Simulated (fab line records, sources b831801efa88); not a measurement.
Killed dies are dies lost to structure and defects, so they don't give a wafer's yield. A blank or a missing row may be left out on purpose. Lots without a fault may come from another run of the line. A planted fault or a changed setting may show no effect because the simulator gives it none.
fab line records | flow sky130
record lots=15 wafers=45 last_day=50
route steps=708 shown FIELD_ISO@15 VT_ADJUST_LVTN@107 LDD_P@257 LDD_HVN@277 LDD_HVP@288
lots that met no fault: from a run of the same line without faults
start_h: hours from the record's first day to the start of the lot's first wafer shown | wait_h: hours since the lot's step before | " the same as in the row above | L1.1+2: a row that stands for several wafers | - no value, or no start given | * or withheld: withheld | < > ~ a bound
route shown NAME@n: a module of which the file shows steps, and the number in the route of the first | usual: mean/standard deviation of fault-free wafers | same: alike in all rows | chamber/n: place in a boat | sites: the reading at each site | _std_site: their standard deviation | _edge_site: outer sites' mean less inner sites' | radius_mm: how far each site lies from the wafer's centre | mask NAME#n: copy n | behind: the tool/chamber that last shaped the wafer | hold: why the lot was held/for how many hours/how that ended | device: the transistor (n, p or np) that didn't switch | end of line: the same wafers' tests at the end of the route | a step without rows: its recipe alone | killed: dies lost to structure and defects at the first sort, not the wafer's yield | map: a wafer's dies, x killed, . not, _ none there
set.NAME: the setting as run; set.NAME@STEP: as run at that earlier step | model.NAME: the simulator's own value behind a step, which no gauge read
steps of the route over a sample of lots; a table a step, a row a wafer
services: from which hour (start_h, from the record's first day; less than 0 if before it) a tool's chamber was out of use, for how many hours, and why
## steps
# step SKY_FIELD_ISO_ETCH_14
# recipe chemistry=N2/H2 target=BARC ion_energy_ev=200 source_w=500 bias_w=100 pressure_mtorr=30 n2_flow_sccm=100 h2_flow_sccm=200 stop_on=SiO2 time_s=45.9 target_depth_a=600
# usual drypump_motor_current_A=5.7/0.33 oes_product_au=0.855/0.0044 throttle_valve_pct=13.225/0.0091
# columns lot.wafer tool chamber start_h wait_h drypump_motor_current_A oes_product_au rf_hours_counter_h throttle_valve_pct
L687.2 rie_diel-02 3 35.89 0.1 6.0 0.853 128 13.216
L687.3 " 2 " " 6.2 0.854 68 13.238
L687.5 " 2 " " 6.3 0.855 - 13.226
L688.3 rie_diel-02 1 39.66 0.1 5.6 0.851 66 13.234
L688.4 " 2 " " 6.3 0.858 68 13.223
L688.6 " 3 " " 6.0 0.846 - 13.225
L689.1 rie_diel-01 1 44.03 0.1 5.9 0.859 99 13.226
L689.2 " 0 " " 5.8 0.858 95 13.228
L689.6 " 1 " " 5.9 0.858 - 13.227
L690.1 rie_diel-01 1 48.66 0.1 5.9 0.850 99 13.216
L690.2 " 0 " " 5.8 0.853 95 13.231
L690.3 " 3 " " 5.7 0.855 126 13.234
L692.2 rie_diel-01 3 59.49 0.1 5.7 0.860 126 13.201
L692.4 " 2 " " 6.0 0.853 3 13.233
L692.6 " 3 " " 5.7 0.859 - 13.218
L693.2 rie_diel-04 2 65.98 0.1 4.8 0.860 171 13.214
L693.3 " 1 " " 5.8 0.853 8 13.215
L693.4 " 3 " " 5.6 0.848 19 13.238
L695.1 rie_diel-04 0 75.84 0.1 5.1 0.847 38 13.222
L695.4 " 3 " " 5.6 0.860 - 13.229
L695.5 " 1 " " 5.8 0.857 - 13.232
L696.1 rie_diel-04 1 82.13 0.1 5.8 0.856 9 13.233
L696.3 " 0 " " 5.2 0.862 38 13.220
L696.4 " 3 " " 5.6 0.855 - 13.220
L699.1 rie_diel-04 1 96.24 0.1 5.8 0.857 9 13.216
L699.3 " 3 " " 5.6 0.856 20 13.225
L699.6 " 2 " " 4.9 0.863 - 13.244
L702.1 rie_diel-01 0 112.66 0.1 5.8 0.859 96 13.217
L702.5 " 3 " " 5.8 0.860 - 13.235
L702.6 " 0 " " 5.7 0.853 - 13.222
L703.2 rie_diel-02 1 117.61 0.1 5.6 0.848 67 13.222
L703.4 " 3 " " 6.0 0.854 130 13.232
L703.6 " 0 " " 5.6 0.849 - 13.224
L704.1 rie_diel-01 1 123.78 0.1 5.9 0.854 100 13.218
L704.4 " 2 " " 6.0 0.856 5 13.219
L704.5 " 3 " " 5.7 0.854 - 13.220
L705.1 rie_diel-04 3 128.51 0.1 5.6 0.850 21 13.233
L705.2 " 0 " " 5.1 0.863 39 13.228
L705.3 " 1 " " 5.8 0.847 10 13.223
L708.1 rie_diel-02 1 141.79 0.1 5.6 0.855 68 13.227
L708.4 " 3 " " 6.0 0.858 130 13.236
L708.6 " 1 " " 5.6 0.858 - 13.223
L709.2 rie_diel-01 2 146.79 0.1 6.0 0.850 5 13.231
L709.5 " 3 " " 5.7 0.858 - 13.221
L709.6 " 0 " " 5.8 0.853 - 13.224
# step SKY_FIELD_ISO_THK_MEAS_23
# recipe reads=SiO2_of_FIELD_ISO_OXIDATION_22
# usual FIELD_ISO_OXIDATION_01_THK=10.04/0.18
# columns lot.wafer tool chamber start_h wait_h FIELD_ISO_OXIDATION_01_THK[nm]
L687.2 film_metro-01 - 38.53 0.0 9.92
L687.3 " - " " 10.12
L687.5 " - " " 10.04
L688.3 film_metro-01 - 41.41 0.0 9.83
L688.4 " - " " 9.90
L688.6 " - " " 9.95
L689.1 film_metro-02 - 45.74 0.0 9.83
L689.2 " - " " 9.79
L689.6 " - " " 9.86
L690.1 film_metro-01 - 50.37 0.0 9.96
L690.2 " - " " 9.92
L690.3 " - " " 10.00
L692.2 film_metro-03 - 61.25 0.0 10.12
L692.4 " - " " 10.15
L692.6 " - " " 10.11
L693.2 film_metro-03 - 68.53 0.0 10.35
L693.3 " - " " 10.30
L693.4 " - " " 10.51
L695.1 film_metro-03 - 80.53 0.0 9.99
L695.4 " - " " 10.02
L695.5 " - " " 9.96
L696.1 film_metro-02 - 83.87 0.0 9.96
L696.3 " - " " 10.02
L696.4 " - " " 9.90
L699.1 film_metro-01 - 99.01 0.0 10.06
L699.3 " - " " 10.19
L699.6 " - " " 9.88
L702.1 film_metro-02 - 114.62 0.0 10.08
L702.5 " - " " 10.25
L702.6 " - " " 10.13
L703.2 film_metro-03 - 119.34 0.0 10.21
L703.4 " - " " 10.12
L703.6 " - " " 10.30
L704.1 film_metro-01 - 125.73 0.0 9.58
L704.4 " - " " 9.54
L704.5 " - " " 9.65
L705.1 film_metro-01 - 130.90 0.0 10.22
L705.2 " - " " 10.09
L705.3 " - " " 10.16
L708.1 film_metro-03 - 144.31 0.0 9.79
L708.4 " - " " 9.96
L708.6 " - " " 9.83
L709.2 film_metro-01 - 148.53 0.0 10.18
L709.5 " - " " 10.04
L709.6 " - " " 10.07
# step SKY_VT_ADJUST_LVTN_TW_MEAS_10
# usual VT_ADJUST_LVTN_TW=239/3.3
# columns lot.wafer tool chamber start_h wait_h VT_ADJUST_LVTN_TW
L687.2 film_metro-04 - 148.35 0.1 236
L687.3 " - " " 236
L687.5 " - " " 236
L688.3 film_metro-04 - 153.31 0.1 235
L688.4 " - " " 235
L688.6 " - " " 235
L689.1 film_metro-04 - 158.49 0.1 237
L689.2 " - " " 236
L689.6 " - " " 236
L690.1 film_metro-04 - 166.14 0.1 236
L690.2 " - " " 236
L690.3 " - " " 235
L692.2 film_metro-02 - 177.67 0.1 243
L692.4 " - " " 242
L692.6 " - " " 242
L693.2 film_metro-02 - 187.22 0.1 242
L693.3 " - " " 241
L693.4 " - " " 241
L695.1 film_metro-04 - 203.60 0.1 238
L695.4 " - " " 236
L695.5 " - " " 237
L696.1 film_metro-02 - 205.46 0.1 241
L696.3 " - " " 240
L696.4 " - " " 240
L699.1 film_metro-04 - 226.89 0.1 238
L699.3 " - " " 238
L699.6 " - " " 238
L702.1 film_metro-04 - 243.54 0.1 237
L702.5 " - " " 236
L702.6 " - " " 237
L703.2 film_metro-04 - 250.50 0.1 237
L703.4 " - " " 237
L703.6 " - " " 237
L704.1 film_metro-02 - 257.14 0.1 243
L704.4 " - " " 242
L704.5 " - " " 242
L705.1 film_metro-04 - 264.31 0.1 238
L705.2 " - " " 237
L705.3 " - " " 237
L708.1 film_metro-04 - 282.44 0.1 237
L708.4 " - " " 237
L708.6 " - " " 237
L709.2 film_metro-04 - 286.60 0.1 237
L709.5 " - " " 236
L709.6 " - " " 237
# step SKY_LDD_P_COAT_02
# recipe resist=NOVOLAK spin_rpm=3000 resist_thk_nm=1140
# usual chill_plate_temp_C=23.01/0.1 dispense_pressure_kPa=51/5.2
# columns lot.wafer tool chamber start_h wait_h chill_plate_temp_C dispense_pressure_kPa
L687.2 litho_track-02 0 426.58 0.1 22.97 49
L687.3 " 0 " " 23.12 49
L687.5 " 0 " " 23.11 49
L688.3 litho_track-01 0 431.14 0.1 22.95 57
L688.4 " 0 " " 23.12 57
L688.6 " 0 " " 23.06 57
L689.1 litho_track-01 0 438.94 0.1 23.03 57
L689.2 " 0 " " 23.00 57
L689.6 " 0 " " 22.93 57
L690.1 litho_track-01 0 447.09 0.1 23.04 57
L690.2 " 0 " " 22.95 57
L690.3 " 0 " " 22.96 57
L692.2 litho_track-02 0 473.93 0.1 23.08 49
L692.4 " 0 " " 22.96 49
L692.6 " 0 " " 22.95 49
L693.2 litho_track-04 0 480.78 0.1 22.85 46
L693.3 " 0 " " 22.91 46
L693.4 " 0 " " 22.88 46
L695.1 litho_track-02 0 500.20 0.1 23.00 49
L695.4 " 0 " " 23.14 49
L695.5 " 0 " " 23.18 49
L696.1 litho_track-01 0 502.99 0.1 23.09 57
L696.3 " 0 " " 23.17 57
L696.4 " 0 " " 23.17 57
L699.1 litho_track-01 0 537.04 0.1 23.04 57
L699.3 " 0 " " 22.89 57
L699.6 " 0 " " 22.97 57
L702.1 litho_track-04 - 555.45 0.1 - -
L702.5 " - " " - -
L702.6 " - " " - -
L703.2 litho_track-01 - 564.66 0.1 - -
L703.4 " - " " - -
L703.6 " - " " - -
L704.1 litho_track-01 - 572.14 0.1 - -
L704.4 " - " " - -
L704.5 " - " " - -
L705.1 litho_track-01 0 578.49 0.1 23.09 57
L705.2 " 0 " " 22.93 57
L705.3 " 0 " " 23.04 57
L708.1 litho_track-04 0 600.20 0.1 23.05 46
L708.4 " 0 " " 23.04 46
L708.6 " 0 " " 22.92 46
L709.2 litho_track-04 0 608.03 0.1 23.02 46
L709.5 " 0 " " 23.22 46
L709.6 " 0 " " 22.99 46
# step SKY_LDD_P_CD_MEAS_07
# recipe target_cd_nm=380
# usual cd_nm=380.5/2.9
# columns lot.wafer tool chamber start_h wait_h cd_nm
L687.2 cd_sem-01 - 442.66 0.1 380.3
L687.3 " - " " 380.9
L687.5 " - " " 379.1
L688.3 cd_sem-01 - 446.25 0.1 380.3
L688.4 " - " " 380.2
L688.6 " - " " 379.2
L689.1 cd_sem-01 - 454.15 0.1 378.1
L689.2 " - " " 379.1
L689.6 " - " " 379.1
L690.1 cd_sem-01 - 462.74 0.1 376.3
L690.2 " - " " 377.4
L690.3 " - " " 376.1
L692.2 cd_sem-01 - 489.71 0.1 383.1
L692.4 " - " " 382.5
L692.6 " - " " 384.0
L693.2 cd_sem-02 - 497.02 0.1 375.7
L693.3 " - " " 378.4
L693.4 " - " " 380.3
L695.1 cd_sem-02 - 514.90 0.1 379.0
L695.4 " - " " 376.6
L695.5 " - " " 378.0
L696.1 cd_sem-02 - 518.05 0.1 379.7
L696.3 " - " " 380.2
L696.4 " - " " 379.3
L699.1 cd_sem-02 - 551.95 0.1 377.5
L699.3 " - " " 379.5
L699.6 " - " " 379.2
L702.1 cd_sem-01 - 570.65 0.1 -
L702.5 " - " " -
L702.6 " - " " -
L703.2 cd_sem-02 - 579.17 0.1 -
L703.4 " - " " -
L703.6 " - " " -
L704.1 cd_sem-02 - 587.15 0.1 -
L704.4 " - " " -
L704.5 " - " " -
L705.1 cd_sem-02 - 593.24 0.1 379.7
L705.2 " - " " 377.9
L705.3 " - " " 378.9
L708.1 cd_sem-02 - 614.19 0.1 384.0
L708.4 " - " " 384.8
L708.6 " - " " 385.9
L709.2 cd_sem-02 - 622.12 0.1 383.4
L709.5 " - " " 384.2
L709.6 " - " " 380.5
# step SKY_LDD_HVN_TW_MEAS_10
# usual LDD_HVN_TW=1431/8.5
# columns lot.wafer tool chamber start_h wait_h LDD_HVN_TW
L687.2 film_metro-04 - 473.04 0.1 1427
L687.3 " - " " 1421
L687.5 " - " " 1430
L688.3 film_metro-02 - 477.16 0.1 1434
L688.4 " - " " 1437
L688.6 " - " " 1436
L689.1 film_metro-01 - 485.13 0.1 1444
L689.2 " - " " 1441
L689.6 " - " " 1441
L690.1 film_metro-04 - 493.41 0.1 1414
L690.2 " - " " 1417
L690.3 " - " " 1422
L692.2 film_metro-04 - 520.20 0.1 1423
L692.4 " - " " 1423
L692.6 " - " " 1421
L693.2 film_metro-01 - 527.65 0.1 1428
L693.3 " - " " 1433
L693.4 " - " " 1427
L695.1 film_metro-02 - 544.82 0.1 1419
L695.4 " - " " 1421
L695.5 " - " " 1418
L696.1 film_metro-04 - 548.52 0.1 1424
L696.3 " - " " 1415
L696.4 " - " " 1414
L699.1 film_metro-01 - 581.37 0.1 1436
L699.3 " - " " 1434
L699.6 " - " " 1433
L702.1 film_metro-02 - 600.17 0.1 1480
L702.5 " - " " 1483
L702.6 " - " " 1479
L703.2 film_metro-01 - 608.65 0.1 1465
L703.4 " - " " 1463
L703.6 " - " " 1458
L704.1 film_metro-04 - 616.41 0.1 1450
L704.4 " - " " 1463
L704.5 " - " " 1463
L705.1 film_metro-02 - 622.24 0.1 1440
L705.2 " - " " 1453
L705.3 " - " " 1440
L708.1 film_metro-01 - 643.59 0.1 1439
L708.4 " - " " 1437
L708.6 " - " " 1428
L709.2 film_metro-02 - 650.83 0.1 1428
L709.5 " - " " 1431
L709.6 " - " " 1426
# step SKY_LDD_HVP_TW_MEAS_10
# usual LDD_HVP_TW=456/3.4
# columns lot.wafer tool chamber start_h wait_h LDD_HVP_TW
L687.2 film_metro-03 - 503.72 0.1 457
L687.3 " - " " 458
L687.5 " - " " 459
L688.3 film_metro-03 - 508.23 0.1 460
L688.4 " - " " 458
L688.6 " - " " 459
L689.1 film_metro-02 - 515.49 0.1 458
L689.2 " - " " 457
L689.6 " - " " 458
L690.1 film_metro-03 - 523.41 0.1 459
L690.2 " - " " 461
L690.3 " - " " 461
L692.2 film_metro-02 - 549.90 0.1 455
L692.4 " - " " 450
L692.6 " - " " 451
L693.2 film_metro-02 - 558.00 0.1 456
L693.3 " - " " 456
L693.4 " - " " 457
L695.1 film_metro-04 - 574.54 0.1 453
L695.4 " - " " 449
L695.5 " - " " 448
L696.1 film_metro-03 - 578.46 0.1 460
L696.3 " - " " 456
L696.4 " - " " 458
L699.1 film_metro-03 - 610.49 0.1 456
L699.3 " - " " 457
L699.6 " - " " 459
L702.1 film_metro-04 - 628.46 0.1 690
L702.5 " - " " 694
L702.6 " - " " 693
L703.2 film_metro-02 - 637.40 0.1 692
L703.4 " - " " 695
L703.6 " - " " 692
L704.1 film_metro-04 - 645.09 0.1 693
L704.4 " - " " 695
L704.5 " - " " 698
L705.1 film_metro-04 - 650.49 0.1 453
L705.2 " - " " 451
L705.3 " - " " 454
L708.1 film_metro-04 - 671.74 0.1 451
L708.4 " - " " 452
L708.6 " - " " 451
L709.2 film_metro-04 - 678.90 0.1 453
L709.5 " - " " 452
L709.6 " - " " 451
## services
# columns tool chamber start_h hours kind
rie_diel-01 - 109.82 0.1 repair
rie_diel-04 0 115.52 2.5 repair
rie_diel-04 0 139.78 3.6 repair
rie_diel-04 2 176.31 24.8 repair
rie_diel-01 - 176.72 0.7 repair
rie_diel-02 1 230.61 5.7 repair
rie_diel-02 0 245.71 6.8 repair
rie_diel-04 3 257.15 9.4 repair
rie_diel-04 1 298.10 3.6 repair
rie_diel-01 2 307.27 2.4 repair
rie_diel-01 0 327.39 12.7 repair
rie_diel-02 3 328.25 5.5 repair
rie_diel-04 0 386.27 4.2 repair
rie_diel-02 - 392.18 2.8 pm
rie_diel-04 1 406.07 5.0 repair
rie_diel-04 2 414.05 8.8 repair
rie_diel-04 0 417.19 3.3 repair
rie_diel-01 3 438.51 13.3 repair
rie_diel-02 0 454.96 6.2 repair
rie_diel-04 2 465.96 5.6 repair
rie_diel-04 - 473.99 0.8 repair
rie_diel-04 - 519.12 4.3 pm
rie_diel-01 - 533.59 2.8 pm
rie_diel-01 2 598.93 2.7 repair
## key
first_sign step=SKY_LDD_P_COAT_02 reading=tool_record direction=missing
effect step=SKY_LDD_P_CD_MEAS_07 reading=cd_nm direction=missing
effect step=SKY_LDD_HVN_TW_MEAS_10 reading=LDD_HVN_TW direction=up sigmas=4.2 usual=1431 struck=1467
effect step=SKY_LDD_HVP_TW_MEAS_10 reading=LDD_HVP_TW direction=up sigmas=71 usual=456 struck=694
met_at SKY_LDD_P_COAT_02
struck_lots L702,L703,L704
sort_left_out L702.1,L702.5,L702.6,L703.2,L703.4,L703.6,L704.1,L704.4,L704.5
tester_left_out L702,L703,L704
not_acting_at SKY_FIELD_ISO_ETCH_14,SKY_FIELD_ISO_THK_MEAS_23,SKY_VT_ADJUST_LVTN_TW_MEAS_10
onset_between 537.04 555.45
fault kind=skipped_step_whole tool=litho_track-01,litho_track-04 chamber=- onset_h=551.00 steps=SKY_LDD_P_COAT_02 scope=struck_lots_only
# tester_left_out: of these lots the tester's yield and bins aren't shown, on N5 and GAA mostly nor the transistor test; their killed dies are dies lost to structure and defects alone, not to doping, threshold or leakage, so they don't give the yield
# sort_left_out: the simulated sort isn't trusted on such a fault, so these wafers' sort isn't shown, and their yield isn't known
